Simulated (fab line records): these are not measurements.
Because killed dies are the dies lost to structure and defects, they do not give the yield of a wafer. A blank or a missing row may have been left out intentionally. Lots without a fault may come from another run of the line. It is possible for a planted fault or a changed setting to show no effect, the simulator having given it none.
Which tool was responsible? ; flow sky130 ; 6 lots with 18 wafers sampled at 2 steps, on a route of 708 steps

== WHAT THE GAUGES SHOWED, per wafer ==
SKY_NWELL_TW_MEAS_26.
lot;measured;on;NWELL_2_TW
L983;day 5 17:05;film_metro-04;496 494 497
L992;day 7 19:54;film_metro-02;490 488 491
L997;day 9 02:52;film_metro-04;494 494 491
L101;day 10 02:48;film_metro-03;484 485 485
L103;day 10 14:16;film_metro-02;489 489 489
L105;day 11 07:13;film_metro-04;496 495 497

== TOOL THAT RAN EACH LOT (tool first, then ch and the chambers of the sampled wafers, then the start) ==
lot;SKY_NWELL_STRIP_14
L983;plasma_asher-03 ch 0,1, day 4 22:50
L992;plasma_asher-03 ch 0,1, day 7 00:12
L997;plasma_asher-02 ch 1, day 8 05:37
L101;plasma_asher-03 ch 0,1, day 9 03:39
L103;plasma_asher-03 ch 0, day 9 14:15
L105;plasma_asher-01 ch 0,1, day 10 08:51
- SKY_NWELL_STRIP_14: strips in O2/N2.

== THE ANSWER, worked out from the rows above alone ==
Rule: usual is defined by the lots themselves. The widest of any qualifying gaps counts: lots, ordered by their means at a reading, are off when they make up no more than a third of the lots, leave a main group of 4 or more, and stand apart from it by 3 or more times the standard deviation of that group's means. Not used: any main group whose means are identical at the precision the tables above print for the reading. A lot without any number at a reading at which 4 lots or more have one is off too. Where the step has rows for the other lots, those lots are counted as sound.
Across all readings shown, no lot is off: no conclusion can be drawn from this.

== WHAT THE SIMULATOR HAD INSERTED ==
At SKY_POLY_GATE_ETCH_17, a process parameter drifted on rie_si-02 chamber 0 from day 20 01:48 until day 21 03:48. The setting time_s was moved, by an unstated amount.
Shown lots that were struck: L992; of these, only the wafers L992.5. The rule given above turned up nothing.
